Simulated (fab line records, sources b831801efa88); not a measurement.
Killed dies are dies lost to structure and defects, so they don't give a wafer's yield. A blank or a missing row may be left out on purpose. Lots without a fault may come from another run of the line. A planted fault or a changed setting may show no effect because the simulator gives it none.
Which tool did it? | flow sky130 | 24 lots, 72 wafers sampled, at 6 steps of a route of 708

WHAT THE GAUGES READ, wafer by wafer
SKY_VIA1_THK_MEAS_23: measures by xrf.
lot  | measured     | on            | VIA1_W_THK (nm)
L074 | day 34 00:59 | film_metro-04 | 267 277 263
L075 | day 34 01:56 | film_metro-04 | 265 269 266
L076 | day 34 13:15 | film_metro-04 | 275 269 266
L077 | day 35 10:20 | film_metro-03 | 271 279 269
L078 | day 36 02:29 | film_metro-02 | 272 281 277
L079 | day 36 05:40 | film_metro-03 | 279 279 271
L080 | day 36 08:25 | film_metro-04 | 271 268 261
L081 | day 36 18:44 | film_metro-03 | 275 278 267
L082 | day 37 04:39 | film_metro-04 | 278 272 276
L083 | day 37 12:22 | film_metro-04 | 272 272 271
L084 | day 37 13:43 | film_metro-02 | 271 279 271
L085 | day 38 09:38 | film_metro-02 | 276 286 278
L087 | day 38 10:18 | film_metro-03 | 265 271 269
L086 | day 38 10:41 | film_metro-03 | 271 285 283
L088 | day 38 18:29 | film_metro-02 | 282 294 285
L089 | day 38 20:31 | film_metro-04 | 270 272 285
L090 | day 39 02:09 | film_metro-03 | 279 266 270
L091 | day 39 12:13 | film_metro-03 | 274 270 262
L092 | day 39 16:42 | film_metro-03 | 272 271 276
L093 | day 39 19:46 | film_metro-02 | 283 281 285
L094 | day 40 11:29 | film_metro-04 | 277 267 264
L095 | day 40 16:28 | film_metro-03 | 274 285 285
L096 | day 40 23:53 | film_metro-04 | 265 271 263
L097 | day 41 10:13 | film_metro-04 | 269 268 278

SKY_METAL2_THK_MEAS_06: measures by xrf.
lot  | measured     | on            | METAL2_ALCU_THK (nm)
L074 | day 34 01:42 | film_metro-03 | 249 251 252
L075 | day 34 02:34 | film_metro-03 | 250 250 250
L076 | day 34 13:52 | film_metro-03 | 252 253 253
L077 | day 35 10:57 | film_metro-03 | 253 254 248
L078 | day 36 03:07 | film_metro-01 | 258 258 255
L079 | day 36 06:17 | film_metro-03 | 251 249 248
L080 | day 36 09:02 | film_metro-01 | 253 252 251
L081 | day 36 19:21 | film_metro-01 | 255 256 257
L082 | day 37 05:16 | film_metro-03 | 250 255 254
L083 | day 37 12:59 | film_metro-03 | 252 251 249
L084 | day 37 14:20 | film_metro-01 | 257 257 257
L085 | day 38 10:28 | film_metro-04 | 254 252 250
L087 | day 38 10:55 | film_metro-04 | 254 254 249
L086 | day 38 11:18 | film_metro-04 | 251 248 248
L088 | day 38 19:05 | film_metro-01 | 258 253 259
L089 | day 38 21:08 | film_metro-01 | 259 249 251
L090 | day 39 02:46 | film_metro-03 | 253 249 246
L091 | day 39 12:56 | film_metro-03 | 251 251 249
L092 | day 39 17:19 | film_metro-04 | 253 249 253
L093 | day 39 20:23 | film_metro-04 | 254 256 254
L094 | day 40 12:06 | film_metro-01 | 255 261 260
L095 | day 40 17:05 | film_metro-04 | 255 255 253
L096 | day 41 00:31 | film_metro-01 | 256 254 257
L097 | day 41 10:50 | film_metro-04 | 259 255 257

SKY_VIA2_THK_MEAS_01.
lot  | measured     | on            | VIA2_HDPCVD_THK (nm)
L074 | day 35 05:46 | film_metro-03 | 1195 1174 1197
L075 | day 35 05:52 | film_metro-02 | 1180 1173 1169
L076 | day 35 16:28 | film_metro-02 | 1198 1186 1186
L077 | day 36 14:24 | film_metro-02 | 1174 1163 1173
L078 | day 37 06:01 | film_metro-03 | 1202 1186 1201
L079 | day 37 09:03 | film_metro-01 | 1175 1190 1178
L080 | day 37 12:00 | film_metro-02 | 1191 1189 1185
L081 | day 37 22:08 | film_metro-01 | 1174 1186 1187
L082 | day 38 08:32 | film_metro-03 | 1180 1174 1173
L083 | day 38 15:33 | film_metro-03 | 1191 1191 1176
L084 | day 38 17:32 | film_metro-01 | 1185 1192 1168
L085 | day 39 12:17 | film_metro-02 | 1170 1189 1182
L087 | day 39 13:39 | film_metro-03 | 1181 1191 1179
L086 | day 39 13:31 | film_metro-03 | 1195 1206 1190
L088 | day 39 20:53 | film_metro-03 | 1183 1170 1178
L089 | day 39 22:49 | film_metro-02 | 1180 1197 1183
L090 | day 40 04:40 | film_metro-02 | 1187 1185 1206
L091 | day 40 14:40 | film_metro-02 | 1192 1181 1193
L092 | day 40 18:33 | film_metro-01 | 1179 1189 1179
L093 | day 40 21:52 | film_metro-02 | 1179 1183 1190
L094 | day 41 12:49 | film_metro-03 | 1180 1178 1192
L095 | day 41 18:32 | film_metro-01 | 1197 1173 1190
L096 | day 42 01:08 | film_metro-03 | 1189 1181 1178
L097 | day 42 10:26 | film_metro-01 | 1197 1183 1211

SKY_METAL3_OVL_MEAS_14.
lot  | measured     | on         | METAL3_OVL (nm)
L074 | day 38 14:17 | overlay-01 | -6 6 -7
L075 | day 38 14:29 | overlay-01 | -3 -4 -8
L076 | day 39 00:28 | overlay-02 | -5 0 -4
L077 | day 39 21:02 | overlay-02 | 6 -1 -1
L078 | day 40 12:26 | overlay-02 | -1 2 1
L079 | day 40 14:08 | overlay-02 | 5 3 -3
L080 | day 40 17:01 | overlay-02 | 3 2 3
L081 | day 41 01:20 | overlay-02 | 9 9 4
L082 | day 41 12:58 | overlay-01 | 0 -1 -1
L083 | day 41 20:08 | overlay-02 | 3 8 6
L084 | day 41 20:29 | overlay-02 | 4 -4 12
L085 | day 42 14:50 | overlay-02 | 11 3 4
L087 | day 42 17:14 | overlay-02 | -2 0 7
L086 | day 42 17:05 | overlay-01 | 4 6 11
L088 | day 42 23:04 | overlay-01 | -5 4 -3
L089 | day 43 00:17 | overlay-02 | -14 -17 -8
L090 | day 43 05:34 | overlay-01 | -1 -4 -7
L091 | day 43 16:14 | overlay-01 | 13 4 9
L092 | day 43 19:55 | overlay-01 | -4 -6 -1
L093 | day 43 21:59 | overlay-01 | 4 4 6
L094 | day 44 11:35 | overlay-02 | 4 7 8
L095 | day 44 18:37 | overlay-01 | 1 5 9
L096 | day 44 23:53 | overlay-02 | 9 5 4
L097 | day 45 08:08 | overlay-01 | -2 3 -6

SKY_VIA3_THK_MEAS_01.
lot  | measured     | on            | VIA3_HDPCVD_THK (nm)
L074 | day 38 15:26 | film_metro-03 | 1646 1646 1654
L075 | day 38 15:44 | film_metro-02 | 1655 1672 1706
L076 | day 39 01:35 | film_metro-03 | 1642 1670 1646
L077 | day 39 22:09 | film_metro-02 | 1662 1677 1666
L078 | day 40 13:34 | film_metro-02 | 1682 1676 1680
L079 | day 40 15:15 | film_metro-03 | 1665 1669 1660
L080 | day 40 18:08 | film_metro-04 | 1691 1677 1688
L081 | day 41 02:28 | film_metro-02 | 1676 1667 1680
L082 | day 41 14:05 | film_metro-02 | 1708 1689 1693
L083 | day 41 21:16 | film_metro-03 | 1680 1658 1683
L084 | day 41 21:37 | film_metro-04 | 1702 1680 1690
L085 | day 42 15:58 | film_metro-02 | 1668 1682 1694
L087 | day 42 18:32 | film_metro-04 | 1657 1649 1663
L086 | day 42 18:20 | film_metro-03 | 1673 1678 1692
L088 | day 43 00:11 | film_metro-03 | 1661 1669 1687
L089 | day 43 01:29 | film_metro-02 | 1683 1675 1683
L090 | day 43 06:46 | film_metro-04 | 1682 1688 1696
L091 | day 43 17:29 | film_metro-03 | 1670 1652 1683
L092 | day 43 21:02 | film_metro-04 | 1674 1693 1683
L093 | day 43 23:22 | film_metro-04 | 1654 1662 1656
L094 | day 44 12:45 | film_metro-02 | 1684 1679 1695
L095 | day 44 19:45 | film_metro-04 | 1681 1662 1665
L096 | day 45 01:01 | film_metro-02 | 1705 1689 1690
L097 | day 45 09:18 | film_metro-04 | 1675 1696 1661

WHICH TOOL RAN EACH LOT (tool, then ch and the chambers of the sampled wafers, then the start)
lot  | SKY_VIA2_CMP_02
L074 | cmp-01 ch 0,2,3, day 35 05:54
L075 | cmp-02 ch 1,2,3, day 35 06:01
L076 | cmp-02 ch 1,3, day 35 16:31
L077 | cmp-01 ch 1,2,3, day 36 14:31
L078 | cmp-01 ch 0,1,2, day 37 06:10
L079 | cmp-02 ch 0,2,3, day 37 09:16
L080 | cmp-02 ch 1,2,3, day 37 12:10
L081 | cmp-02 ch 0,3, day 37 22:11
L082 | cmp-02 ch 0,1,2, day 38 08:35
L083 | cmp-02 ch 0,1,3, day 38 15:40
L084 | cmp-02 ch 0,1,2, day 38 17:41
L085 | cmp-02 ch 0,1, day 39 12:40
L087 | cmp-02 ch 0,1,2, day 39 13:58
L086 | cmp-02 ch 0,1,2, day 39 13:34
L088 | cmp-02 ch 1,2,3, day 39 20:57
L089 | cmp-01 ch 0,1,3, day 39 22:52
L090 | cmp-01 ch 0,2,3, day 40 04:43
L091 | cmp-02 ch 0,1,2, day 40 14:49
L092 | cmp-02 ch 0,1, day 40 18:37
L093 | cmp-01 ch 0,3, day 40 21:55
L094 | cmp-02 ch 1,2, day 41 12:52
L095 | cmp-01 ch 0,1,2, day 41 18:54
L096 | cmp-01 ch 0,1,2, day 42 01:13
L097 | cmp-02 ch 1,2, day 42 10:28
- SKY_VIA2_CMP_02: polishes SiO2.

WHAT THE TOOLS THEMSELVES READ (means of the sampled wafers that have a number; where no wafer has one, the mark that the record gives instead)
SKY_VIA2_CMP_02.
lot  | tool   | motor_current_A (A)
L074 | cmp-01 | 12.0
L075 | cmp-02 | 12.8
L076 | cmp-02 | 12.3
L077 | cmp-01 | 12.2
L078 | cmp-01 | 12.9
L079 | cmp-02 | 12.9
L080 | cmp-02 | 12.8
L081 | cmp-02 | 12.2
L082 | cmp-02 | 12.7
L083 | cmp-02 | 12.2
L084 | cmp-02 | 12.6
L085 | cmp-02 | 12.2
L087 | cmp-02 | 12.6
L086 | cmp-02 | 12.4
L088 | cmp-02 | 12.2
L089 | cmp-01 | 11.1
L090 | cmp-01 | 12.3
L091 | cmp-02 | 12.5
L092 | cmp-02 | 12.2
L093 | cmp-01 | 11.5
L094 | cmp-02 | 13.1
L095 | cmp-01 | 12.5
L096 | cmp-01 | 12.7
L097 | cmp-02 | 12.6

THE ANSWER, worked out from the rows above alone
Rule: what is usual is taken from the lots themselves. Put in order of their means at a reading, lots are off if they are a third of the lots or fewer, leave a main group of 4 or more, and stand apart from it by a gap of 3 or more times the standard deviation of the main group's means; of several such gaps the widest counts. A main group whose means are all the same, to the digits that the tables above print for the reading, isn't used. A lot without any number at a reading at which 4 lots or more have one is off too. The other lots that the step has rows for count as sound. The gauges are gone through in route order, then the tools' own readings, and for those a lot's mean is taken as printed above. The first step at which some lot is off is used, and at that step the reading that is off furthest; a lot without a number counts as furthest.
No lot is off at any reading shown: from this, nothing can be told.

WHAT THE SIMULATOR HAD PUT IN
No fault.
